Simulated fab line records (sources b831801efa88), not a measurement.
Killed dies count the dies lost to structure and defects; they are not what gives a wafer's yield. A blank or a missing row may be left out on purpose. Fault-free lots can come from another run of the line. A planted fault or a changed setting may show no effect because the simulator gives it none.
Problem report in the 8D (eight disciplines) form, filled by code + flow sky130 + the parts of the form that need people (team, actions taken, sign-off) are left out

## 1. THE ISSUE
biasW at SKY_VIA3_ETCH_15 reads a mean of 1161 W on 6 wafers of 2 lots; wafers without a fault read 1200 W with a standard deviation of 3.2. Measured from the usual mean, that is -12 standard deviations.
The step: etches SiO2 in C4F8/O2/Ar, stops on TiN, target depth 507 nm, time 78 s.
Earliest sighting: wafer L240.2 on rieDiel-03 at day 43 03:04. At this step, 36 wafers from 12 lots have a number in the record. The rule behind "out" and "out of limits": a value lying over 4 standard deviations away from the usual mean. The other wafers with a number count as sound.

## 2. WHAT IT IS, WHAT IT ISN'T
| question                    | is                     | is not                                                                                       |
|-----------------------------|------------------------|----------------------------------------------------------------------------------------------|
| which readings at this step | biasW                  | oesProductAu                                                                                 |
| which lots                  | L240, L243             | L230, L231, L232, L233, L234, L245, L248, L250, L251, L252                                   |
| which wafers of those lots  | all that have a number | -                                                                                            |
| read on which tools         | rieDiel-03             | rieDiel-01, rieDiel-02                                                                       |
| when                        | from day 43 03:04      | up to then (15 sound wafers); but 15 sound wafers of L245, L248, L250, L251, L252 came after |

## 3. WHAT RULES OUT EACH SUSPECT
Counting: any tool at a process step up to the reading is kept as a suspect provided that every lot that is out went through it and no sound lot did after the first of them.
- rieDiel-03 at SKY_VIA3_ETCH_15 (etches SiO2 in C4F8/O2/Ar, stops on TiN, target depth 507 nm, time 78 s): kept. All lots that are out passed through it, beginning with L240 at day 43 03:04, and no sound lot followed; its final sound lot before that point was L233 at day 40 08:05. Its own biasW readings are out on those wafers.
Remaining after the count: rieDiel-03 at SKY_VIA3_ETCH_15.

## 4. THE CAUSE (what the simulator had put in)
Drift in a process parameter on rieDiel-03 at SKY_VIA3_ETCH_15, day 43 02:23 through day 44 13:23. The setting biasW was moved by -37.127, starting from 1200. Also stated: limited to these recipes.
Counting left only this tool.

## 5. SEQUENCE OF EFFECTS, ordered by route
Rows list readings where the struck wafers' mean (over those with a number) sits beyond 3 standard deviations from the usual. Scope: only readings with a usual standard deviation given in the record; hours: median across lots of the time from each lot's start at the first step in this table that gives one to its start at this step; sigmas: change in usual standard deviations.
| hours | step             | reading | usual  | on struck wafers | change | sigmas |
|-------|------------------|---------|--------|------------------|--------|--------|
| 0     | SKY_VIA3_ETCH_15 | biasW   | 1200 W | 1161             | -39    | -12    |
It contains these process steps:
- SKY_VIA3_ETCH_15: etches SiO2 in C4F8/O2/Ar, stops on TiN, target depth 507 nm, time 78 s.

## 6. HOW IT WOULD HAVE BEEN CAUGHT EARLIER
In this record the first reading out of limits was taken at day 43 03:04, 1 hour after the fault began at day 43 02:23.
